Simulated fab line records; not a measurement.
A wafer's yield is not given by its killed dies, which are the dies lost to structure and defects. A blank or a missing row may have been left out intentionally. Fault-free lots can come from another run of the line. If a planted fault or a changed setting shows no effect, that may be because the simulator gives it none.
Chamber matching :: flow gf180mcu :: rie-si-01 running GF_STI_ETCH_14: 4 sister chambers
The step etches Si in HBr/Cl2/O2, target depth 360 nm, time 102.9 s. 4 wafers are shown with their chamber, then 7 later ones without.

## WAFERS PAIRED WITH THEIR CHAMBERS
wafer: L965.2
chamber: 1
run-length-s (s): 130.6

wafer: L973.2
chamber: 0
run-length-s (s): 131.9

wafer: L974.2
chamber: 2
run-length-s (s): 131.3

wafer: L974.3
chamber: 3
run-length-s (s): 130.5

## WAFERS WHOSE CHAMBER IS MISSING
wafer: L974.6
run-length-s (s): 131.0

wafer: L976.3
run-length-s (s): 130.5

wafer: L976.5
run-length-s (s): 131.0

wafer: L976.6
run-length-s (s): 131.3

wafer: L978.2
run-length-s (s): 130.7

wafer: L978.3
run-length-s (s): 130.5

wafer: L978.6
run-length-s (s): 131.7

## WHICH CHAMBER EACH WENT THROUGH
wafer: L974.6
from the rows above: can't be placed: 2 or 1 or 3
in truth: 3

wafer: L976.3
from the rows above: can't be placed: 3 or 1
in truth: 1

wafer: L976.5
from the rows above: can't be placed: 2 or 1 or 3
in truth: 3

wafer: L976.6
from the rows above: 2
in truth: 2

wafer: L978.2
from the rows above: can't be placed: 1 or 3
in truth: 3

wafer: L978.3
from the rows above: can't be placed: 3 or 1
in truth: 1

wafer: L978.6
from the rows above: can't be placed: 0 or 2
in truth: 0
Placed correctly: 1 of 7. Can't be placed from these rows: 6 (the true chamber is among the candidates in 6). 0 placed wrongly.
How it was worked out, from the rows above alone: a wafer's distance from a chamber is the root of the sum, over the readings, of the square of ((its reading less the chamber's mean) divided by the reading's scatter). If the next closest chamber is less than 2 further off than the closest, the wafer can't be placed; otherwise it belongs to the closest. Each chamber's mean is taken over the wafers shown for it. The scatter (one wafer shown for each chamber): square how far every hidden wafer sits from the nearest shown wafer, average those squares and take the square root.
